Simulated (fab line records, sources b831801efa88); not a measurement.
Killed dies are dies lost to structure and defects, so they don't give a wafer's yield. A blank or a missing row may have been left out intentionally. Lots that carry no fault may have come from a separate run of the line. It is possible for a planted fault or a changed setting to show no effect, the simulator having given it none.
Chamber matching	flow sfqLine	SFQ_TRILAYER_I7_CMP_CMP_184 on cmp-01 has 4 sister chambers
The step polishes SiO2. 16 wafers are shown with their chamber, then 8 later ones without.

## WAFERS, EACH WITH ITS CHAMBER
wafer	chamber	motorCurrentA (A)	timeToEndpointS (s)	headPressurePsi (psi)
L499.1	2	12.2	225	3.006
L499.3	3	9.8	211	3.003
L499.4	1	10.6	219	3.004
L500.1	2	11.5	218	2.984
L500.2	3	10.0	208	2.991
L500.5	1	9.7	211	3.005
L506.4	2	11.7	219	3.006
L506.5	2	11.4	217	2.997
L506.6	3	10.3	213	3.005
L510.3	3	9.8	218	2.996
L510.4	2	11.2	224	3.006
L510.6	3	9.5	221	3.000
L512.1	0	10.0	209	3.003
L512.3	3	10.0	216	3.009
L512.5	1	10.0	208	3.010
L514.1	1	10.2	219	3.002

SIGNATURES (averages over the wafers above)
reading	chamber 0	chamber 1	chamber 2	chamber 3	scatter within a chamber
motorCurrentA	10.000	10.125	11.600	9.900	0.338
timeToEndpointS	209.00	214.25	220.60	214.50	4.67
headPressurePsi	3.00300	3.00525	2.99980	3.00067	0.00717
Rule: for a wafer and a chamber, the distance is found by dividing, reading by reading, the gap between the wafer's reading and the chamber's mean by the reading's scatter, squaring, summing and taking the root. The wafer belongs to the nearest chamber; if the next one is less than 2 further off, it can't be placed. The scatter: take each reading less its chamber's mean, square it, sum over the shown wafers, divide by the number of wafers less the number of chambers, and take the root.

## WAFERS WITH NO CHAMBER GIVEN
wafer	motorCurrentA (A)	timeToEndpointS (s)	headPressurePsi (psi)
L514.2	9.9	225	2.994
L514.5	10.2	221	3.002
L516.1	9.9	207	3.001
L516.2	10.1	204	2.992
L516.6	10.3	215	2.998
L518.3	9.3	217	3.006
L518.5	10.8	226	2.997
L518.6	10.2	215	3.012

## WHICH CHAMBER EACH ONE RAN IN
wafer	from the rows above	in truth
L514.2	can't be placed: 3 or 1 or 0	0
L514.5	can't be placed: 1 or 3 or 0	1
L516.1	can't be placed: 0 or 3 or 1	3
L516.2	can't be placed: 0 or 3 or 1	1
L516.6	can't be placed: 1 or 3 or 0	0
L518.3	can't be placed: 3 or 1 or 0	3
L518.5	can't be placed: 2 or 1 or 3 or 0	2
L518.6	can't be placed: 1 or 3 or 0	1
Correct placement for 0 of the 8. Unplaceable from these rows: 8, with the true chamber sitting among the candidates in 8. Placed wrongly: 0.
